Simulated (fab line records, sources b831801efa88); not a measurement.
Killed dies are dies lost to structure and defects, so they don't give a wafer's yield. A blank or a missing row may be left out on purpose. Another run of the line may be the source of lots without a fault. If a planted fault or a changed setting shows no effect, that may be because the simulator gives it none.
A single fault, viewed from 2 desks -- flow gf180mcu -- numbers are kept per desk, each desk with only its own; the story behind them comes last

== AT THE METROLOGY DESK ==
What the gauges read for every lot (on any tool): the sampled wafers with a number, averaged. A lot is out of limits, marked OUT, if its mean lies more than 4 standard deviations from the usual mean; the brackets give that distance. Of its 11 readings 7 are shown: those that lie furthest out on some lot.
Columns: A = M1_ALCU_RS at GF_M1_RS_MEAS_05, usual 0.0692 ohm/sq; B = M1_ALCU_THK at GF_M1_THK_MEAS_06, usual 444 nm; C = cd_nm at GF_M1_CD_MEAS_14, usual 229.9 nm; D = M1_OVL at GF_M1_OVL_MEAS_15, usual -1 nm; E = V1_CVD_00_THK at GF_V1_THK_MEAS_01, usual 596 nm; F = V2_W_RS at GF_V2_RS_MEAS_24, usual 0.327 ohm/sq; G = V2_W_THK at GF_V2_THK_MEAS_25, usual 361 nm
lot,first seen here,A,B,C,D,E,F,G
L498,day 17 11:44,0.0708,435,230.6,-1,595,0.333,352
L502,day 18 18:25,0.0699,440,232.5,-1,593,0.338,348
L503,day 19 05:56,0.0686,447,230.6,-0,591,0.326,360
L505,day 20 00:02,0.0677,455,229.2,2,588,0.330,359
L514,day 23 00:37,0.0693,443,228.4,-7,602,0.326,361
This desk found nothing out of limits on any of the 5 lots.

== AT THE TOOL OWNER'S DESK: pvd_sputter-04 ==
At GF_M1_SPUTTER_01 (material TiN, target thk 30 nm, time 25 s) the tool's own readings: per lot run on this tool, the mean of the sampled wafers that have a number. A lot is out of limits, marked OUT, if its mean lies more than 4 standard deviations from the usual mean; the brackets give that distance.
Columns: A = throttle_valve_pct at GF_M1_SPUTTER_01, usual 30.1 %
lot,first seen here,A
L502,day 18 18:59,30.9
L503,day 19 06:31,31.0
L505,day 20 00:37,30.5
L514,day 23 01:07,31.5
This desk found nothing out of limits on any of the 4 lots.

== BROUGHT TOGETHER ==
From the metrology desk's view, nothing was out of limits.
Nothing out of limits was seen by the tool owner's desk.

== WHAT WAS PUT IN BY THE SIMULATOR ==
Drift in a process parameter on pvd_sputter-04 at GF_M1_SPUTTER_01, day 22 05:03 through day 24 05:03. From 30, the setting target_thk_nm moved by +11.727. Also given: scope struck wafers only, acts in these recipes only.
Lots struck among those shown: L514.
